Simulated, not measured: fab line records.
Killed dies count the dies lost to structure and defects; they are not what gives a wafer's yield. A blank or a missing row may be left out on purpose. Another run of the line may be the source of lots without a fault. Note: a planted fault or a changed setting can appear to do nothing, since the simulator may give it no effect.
The tool behind it: which one? | flow sky130 | 35 wafers from 12 lots sampled at 5 of the route's 708 steps

## WHAT THE GAUGES SHOWED, per wafer
SKY_VT_ADJUST_PCH_OVL_MEAS_07.
lot  | measured     | on         | VT_ADJUST_PCH_OVL (nm)
L952 | day 10 14:18 | overlay-01 | -0.3 -0.9 -2.5
L953 | day 10 21:18 | overlay-02 | -0.2 1.0 -0.1
L954 | day 11 09:57 | overlay-02 | -2.4 -0.5 -0.1
L955 | day 11 17:45 | overlay-01 | -1.6 -1.1 -0.8
L956 | day 11 21:32 | overlay-01 | -1.7 -2.7 0.2
L957 | day 12 04:11 | overlay-02 | -0.7 -0.8 -0.6
L958 | day 12 14:56 | overlay-02 | -1.1 -2.1 -2.3
L959 | day 12 22:42 | overlay-01 | 2.1 0.8 3.2
L960 | day 13 04:45 | overlay-01 | -1.2 1.6 1.0
L965 | day 14 15:32 | overlay-01 | 1.5 1.9
L971 | day 16 16:42 | overlay-02 | 0.5 0.4 -1.5
L974 | day 18 14:47 | overlay-02 | -2.0 -0.5 -1.4

SKY_VT_ADJUST_PCH_TW_MEAS_10.
lot  | measured     | on            | VT_ADJUST_PCH_TW
L952 | day 10 14:35 | film metro-02 | 140.6 140.7 141.8
L953 | day 10 21:35 | film metro-01 | 144.3 143.9 144.0
L954 | day 11 10:14 | film metro-01 | 145.3 144.2 145.3
L955 | day 11 18:02 | film metro-03 | 143.1 144.0 143.8
L956 | day 11 21:49 | film metro-01 | 145.3 143.9 144.9
L957 | day 12 04:29 | film metro-01 | 144.8 145.0 144.9
L958 | day 12 15:14 | film metro-03 | 143.7 143.7 143.1
L959 | day 12 22:59 | film metro-02 | 142.0 141.8 141.6
L960 | day 13 05:02 | film metro-02 | 142.5 142.3 142.6
L965 | day 14 15:50 | film metro-03 | 143.4 144.1
L971 | day 16 16:59 | film metro-01 | 144.8 144.5 144.7
L974 | day 18 15:04 | film metro-01 | 142.8 144.2 144.2

SKY_METAL4_CD_MEAS_13: the cd target is 300 nm.
lot  | measured     | on        | cd nm (nm)
L952 | day 41 21:15 | cd sem-02 | 300.4 299.5 300.2
L953 | day 42 03:42 | cd sem-02 | 299.3 298.2 298.9
L954 | day 42 13:26 | cd sem-01 | 301.5 299.9 299.4
L955 | day 42 21:24 | cd sem-02 | 297.5 298.9 297.3
L956 | day 43 06:26 | cd sem-01 | 300.5 300.4 300.0
L957 | day 43 09:46 | cd sem-02 | 298.6 299.0 298.2
L958 | day 43 19:10 | cd sem-02 | 301.6 300.7 300.6
L959 | day 44 03:16 | cd sem-02 | 299.3 300.8 300.4
L960 | day 44 05:29 | cd sem-01 | 301.9 301.2 300.1
L965 | day 45 10:10 | cd sem-01 | 274.5 274.4
L971 | day 46 21:11 | cd sem-02 | 299.2 299.9 298.9
L974 | day 48 13:48 | cd sem-01 | 301.1 300.4 299.9

## WHICH TOOL RAN EACH LOT (tool, then ch and the chambers of the sampled wafers, then the start)
lot  | SKY_VT_ADJUST_HVTR_STRIP_10          | SKY_METAL4_EXPOSE_10
L952 | plasma asher-03 ch 0, day 9 15:55    | krf scanner-01 ch 0, day 41 10:10
L953 | plasma asher-01 ch 0, day 9 23:14    | krf scanner-01 ch 0, day 41 15:48
L954 | plasma asher-03 ch 0,1, day 10 10:14 | krf scanner-01 ch 0, day 42 01:54
L955 | plasma asher-01 ch 1, day 10 18:31   | krf scanner-02 ch 0, day 42 09:46
L956 | plasma asher-03 ch 0,1, day 10 21:43 | krf scanner-02 ch 0, day 42 18:51
L957 | plasma asher-04 ch 0,1, day 11 05:13 | krf scanner-02 ch 0, day 42 22:22
L958 | plasma asher-03 ch 0,1, day 11 14:46 | krf scanner-01 ch 0, day 43 08:06
L959 | plasma asher-03 ch 0,1, day 11 21:47 | krf scanner-02 ch 0, day 43 15:56
L960 | plasma asher-03 ch 0,1, day 12 03:56 | krf scanner-01 ch 0, day 43 18:07
L965 | plasma asher-01 ch 1, day 13 13:38   | krf scanner-02 ch 0, day 44 23:52
L971 | plasma asher-01 ch 0,1, day 15 12:56 | krf scanner-01 ch 0, day 46 11:08
L974 | plasma asher-04 ch 0,1, day 17 09:10 | krf scanner-02 ch 0, day 48 04:54
- SKY_VT_ADJUST_HVTR_STRIP_10: strips in O2/N2.
- SKY_METAL4_EXPOSE_10: exposes mask MM4, target cd 300 nm.

## WHAT THE TOOLS THEMSELVES READ (means of the sampled wafers that have a number; where no wafer has one, the mark that the record gives instead)
SKY_VT_ADJUST_HVTR_STRIP_10.
lot  | tool            | drypump motor current A (A) | oes product au (a.u.) | strip time to endpoint s (s)
L952 | plasma asher-03 | 5.7                         | 0.714                 | 14.14
L953 | plasma asher-01 | 5.3                         | 0.718                 | 14.17
L954 | plasma asher-03 | 5.6                         | 0.715                 | 14.18
L955 | plasma asher-01 | 6.2                         | 0.717                 | 14.22
L956 | plasma asher-03 | 5.7                         | 0.717                 | 14.19
L957 | plasma asher-04 | 5.2                         | 0.716                 | 14.21
L958 | plasma asher-03 | 5.7                         | 0.716                 | 14.28
L959 | plasma asher-03 | 5.6                         | 0.716                 | 14.17
L960 | plasma asher-03 | 5.7                         | 0.718                 | 14.22
L965 | plasma asher-01 | 6.2                         | 0.721                 | 14.14
L971 | plasma asher-01 | 5.6                         | 0.712                 | 14.18
L974 | plasma asher-04 | 5.2                         | 0.713                 | 14.21

## THE ANSWER, worked out from the rows above alone
Rule: the usual values come from the lots themselves. Put in order of their means at a reading, lots are off if they are a third of the lots or fewer, leave a main group of 4 or more, and stand apart from it by a gap of 3 or more times the standard deviation of the main group's means; of several such gaps the widest counts. The tables above print the reading to a certain number of digits; a main group whose means all agree to those digits is not used. Also off: a lot with no number at a reading for which 4 or more lots have one. Where the step has rows for the other lots, those lots are counted as sound. The gauges are gone through in route order, then the tools' own readings, and for those a lot's mean is taken as printed above. The first step at which some lot is off is used, and at that step the reading that is off furthest; a lot without a number counts as furthest.
Off: L965, at SKY_METAL4_CD_MEAS_13 (cd nm). Mean 299.8 nm and standard deviation 0.97 in the main group.
A tool fits if, at a process step before that reading, it ran every lot that is off, and no sound lot after the first of them. Gauges at SKY_METAL4_CD_MEAS_13: tried the same way as those tools. No candidate that was tried fits.

## WHAT WAS PUT IN BY THE SIMULATOR
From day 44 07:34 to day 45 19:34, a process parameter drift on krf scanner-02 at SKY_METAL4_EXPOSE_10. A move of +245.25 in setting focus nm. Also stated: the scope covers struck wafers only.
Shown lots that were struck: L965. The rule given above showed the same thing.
